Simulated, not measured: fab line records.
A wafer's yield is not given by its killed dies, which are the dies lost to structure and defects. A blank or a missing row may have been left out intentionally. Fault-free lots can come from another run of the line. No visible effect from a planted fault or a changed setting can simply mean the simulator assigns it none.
Struck lot and sound lot, side by side || flow sky130 || 17 out of 708 route steps
Sound: wafers L593.3, L593.4, L593.6. The struck wafers were L597.2, L597.5, L597.6. The cause is given at the end.
At each step with rows: each side's tool, then ch and its chambers, then its first start. Under that, the readings that differ: sound wafers || struck wafers || difference of the means || sigmas: that difference in standard deviations of wafers without a fault.
alike: words and numbers the same on both sides, and readings whose means are apart by under 2 such deviations; not compared: readings that were withheld, readings missing a value for some wafer, numbers with overlapping values and no deviation given by the record, and bounds like >300 which may hide the same value.
Wherever a step has rows on one side only, a row that says differs or no value, or a row with sigmas, the two part there. Numbers that don't overlap but have no deviation are shown without sigmas and don't part them. Lack of a reading on every wafer of one side parts them only where that side has two or more wafers.

first, 1 step without rows for these wafers: SKY_VT_ADJUST_NCORE_IMPLANT_09.
SKY_VT_ADJUST_NCORE_STRIP_10: strips in O2/N2.
  sound on plasma asher-02 ch 0,1, day 9 18:10; struck on plasma asher-02 ch 0,1, day 10 16:16
{"reading": "n2 flow sccm (sccm)", "sound": "299.3 300.6 297.9", "struck": "303.1 300.6 301.1", "difference": "+2.3", "sigmas": "+2"}
  alike: drypump motor current A, oes product au, strip time to endpoint s
  not compared: rf hours counter h
SKY_VT_ADJUST_NCORE_TW_MEAS_11:
  sound on film metro-03 at day 9 18:15; struck on film metro-04 at day 10 16:23
  alike: VT_ADJUST_NCORE_TW
then, 7 steps without rows for these wafers: SKY_VT_ADJUST_HVTR_DEHYDRATE_00 (time 60 s); SKY_VT_ADJUST_HVTR_HMDS_01 (prime time 60 s); SKY_VT_ADJUST_HVTR_COAT_02 (resist thk 1140 nm); SKY_VT_ADJUST_HVTR_SOFTBAKE_03 (time 60 s); SKY_VT_ADJUST_HVTR_EXPOSE_04 (exposes mask HVTRM, target cd 380 nm); SKY_VT_ADJUST_HVTR_PEB_05; SKY_VT_ADJUST_HVTR_DEVELOP_06 (develop time 60 s).
SKY_VT_ADJUST_HVTR_CD_MEAS_07: the cd target is 380 nm.
  sound on cd sem-01 at day 10 16:40; struck on cd sem-01 at day 11 15:32
  alike: cd nm
SKY_VT_ADJUST_HVTR_OVL_MEAS_08:
  sound on overlay-01 at day 10 16:46; struck on overlay-01 at day 11 15:39
  alike: VT_ADJUST_HVTR_OVL
SKY_VT_ADJUST_HVTR_IMPLANT_09:
  sound on implanter-03 ch 0, day 10 16:53; struck on implanter-04 ch 0, day 11 15:42
{"reading": "dose ions cm2", "sound": "2.0968e+12 2.1008e+12 2.1017e+12", "struck": "9.367e+11 9.347e+11 9.338e+11", "difference": -1.165e+12, "sigmas": "-99 or more"}
{"reading": "faraday current uA", "sound": "11.60 11.70 11.96", "struck": "5.29 5.36 5.34", "difference": -6.42, "sigmas": -28}
SKY_VT_ADJUST_HVTR_STRIP_10: strips in O2/N2.
  sound on plasma asher-02 ch 0,1, day 10 17:07; struck on plasma asher-01 ch 0,1, day 11 15:50
{"reading": "strip time to endpoint s (s)", "sound": "14.16 14.09 14.14", "struck": "14.29 14.27 14.27", "difference": "+0.15", "sigmas": "+4"}
  alike: drypump motor current A, n2 flow sccm, oes product au
  not compared: rf hours counter h
SKY_VT_ADJUST_HVTR_TW_MEAS_11:
  sound on film metro-02 at day 10 17:13; struck on film metro-01 at day 11 15:56
{"reading": "VT_ADJUST_HVTR_TW", "sound": "214.1 214.4 213.4", "struck": "168.9 170.0 169.4", "difference": -44.5, "sigmas": -40}
then, 1 step without rows for these wafers: SKY_VT_ADJUST_PCH_DEHYDRATE_00 (time 60 s).
-- the record jumps here: 36 days lie between the struck wafers' starts before and after (it left off in module VT_ADJUST_PCH and takes up again in module PAD_OPEN, whose first step shown is number 708 of the route) --
SKY_PAD_OPEN_PROBE_99:
  sound on prober-01 at day 47 01:03; struck on prober-01 at day 47 19:26
{"reading": "model.etest.pfet_01v8_mvt.drive ua um", "sound": "150.7 153.9 151.6", "struck": "133.2 136.5 131.9", "difference": -18.2, "sigmas": ""}
{"reading": "model.etest.pfet_01v8_mvt.off log10 a um", "sound": "-10.54 -10.58 -10.72", "struck": "-12.28 -12.19 -12.19", "difference": -1.61, "sigmas": ""}
{"reading": "model.etest.pfet_01v8_mvt.vt sat v (V)", "sound": "-0.5705 -0.568 -0.5689", "struck": "-0.6909 -0.6873 -0.7006", "difference": -0.1238, "sigmas": ""}
{"reading": "model.etest.pfet_01v8_mvt.vt v (V)", "sound": "-0.6548 -0.6553 -0.655", "struck": "-0.7623 -0.7574 -0.7703", "difference": -0.1083, "sigmas": ""}
{"reading": "model.etest.pfet_01v8_mvt.vt long v (V)", "sound": "-0.856 -0.8584 -0.8512", "struck": "-0.9654 -0.9619 -0.9653", "difference": -0.1090, "sigmas": ""}
  alike: killed_at_M0_to_M3, killed_at_M4_up, killed at contacts, killed at front end, killed at other, killed dies, killed open, killed short

## WHERE THEY PART
First at SKY_VT_ADJUST_NCORE_STRIP_10; last, within this record, at SKY_VT_ADJUST_HVTR_TW_MEAS_11. Later steps at which nothing parts them and some readings are alike: SKY_PAD_OPEN_PROBE_99.

WHY: whatever the simulator had introduced
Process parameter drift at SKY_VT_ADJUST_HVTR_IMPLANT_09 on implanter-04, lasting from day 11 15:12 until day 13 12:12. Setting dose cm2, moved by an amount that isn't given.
